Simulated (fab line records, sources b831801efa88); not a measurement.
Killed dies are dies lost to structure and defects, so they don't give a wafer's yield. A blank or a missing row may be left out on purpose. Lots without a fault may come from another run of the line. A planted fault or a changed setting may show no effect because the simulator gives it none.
Problem report in the 8D (eight disciplines) form, filled by code | flow sky130 | the parts of the form that need people (team, actions taken, sign-off) are left out

1. THE PROBLEM
NWELL_RS at SKY_NWELL_RS_MEAS_29 reads a mean of 636.8 ohm/sq on 6 wafers of 2 lots; wafers without a fault read 624.7 ohm/sq with a standard deviation of 2. That is +6.0 standard deviations from the usual mean.
The step: measures by four-point-probe.
First seen on wafer L979.1, day 8 02:04, on film_metro-04. The record holds 42 wafers of 14 lots with a number at this step. Rule for "out", or "out of limits": more than 4 standard deviations from the usual mean. The other wafers with a number count as sound.

2. WHAT IT IS AND WHAT IT IS NOT
question                    | is                           | is not
which readings at this step | NWELL_RS                     | -
which lots                  | L979, L981                   | L969, L970, L971, L972, L980, L982, L985, L987, L988, L990, L991, L992
which wafers of those lots  | all that have a number       | -
read on which gauges        | film_metro-01, film_metro-04 | film_metro-03
when                        | from day 8 02:04             | up to then (12 sound wafers); but 24 sound wafers of L980, L982, L985, L987, L988, L990, L991, L992 came after

3. SUSPECTS, AND WHAT RULES EACH OUT
Counting: a tool at a process step up to the reading stays a suspect if it ran every lot that is out and no sound lot after the first of them.
- the gauge at SKY_NWELL_RS_MEAS_29: ruled out. The wafers that are out were read on 2 gauges (film_metro-01, film_metro-04).
- implanter-02 at SKY_NWELL_IMPLANT_11: kept. It ran every lot that is out, first L979 (day 7 05:24), and no sound lot after that; its last sound lot up to then is L970 (day 5 04:08). Its own readings are out on those wafers: dose_ions_cm2.
Left after counting: implanter-02 at SKY_NWELL_IMPLANT_11.

4. THE CAUSE (what the simulator had put in)
Process parameter drift: implanter-02, from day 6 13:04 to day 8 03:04, at SKY_NWELL_IMPLANT_11. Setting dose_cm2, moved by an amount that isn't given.
Counting left only this tool.

5. THE CHAIN OF EFFECTS, in route order
Each row: a reading whose mean over the struck wafers that have a number lies more than 3 standard deviations from the usual. Only readings for which the record gives a usual standard deviation are gone through. hours: the time from each lot's start at the first step in this table that gives one to its start at this step, as a median over the lots. sigmas: the change in usual standard deviations.
hours | step                 | reading       | usual        | on struck wafers | change      | sigmas
0     | SKY_NWELL_IMPLANT_11 | dose_ions_cm2 | 1.9003e+13   | 1.8402e+13       | -6.0100e+11 | -26
21    | SKY_NWELL_RS_MEAS_29 | NWELL_RS      | 624.7 ohm/sq | 636.8            | +12.1       | +6.0
The process steps in it:
- SKY_NWELL_IMPLANT_11

6. WHAT WOULD HAVE CAUGHT IT SOONER
In this record the first reading out of limits at a measuring or inspecting step was taken at day 8 02:04, 37 hours after the fault began at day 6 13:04.
The tool's own readings at SKY_NWELL_IMPLANT_11 were out on every struck wafer that the step has a row for (dose_ions_cm2): an alarm limit on them would have fired on the first of those.
All the lots that are out (2) had begun SKY_NWELL_IMPLANT_11 on implanter-02 by day 8 02:04. A hold on the tool at that time would have spared none of them.
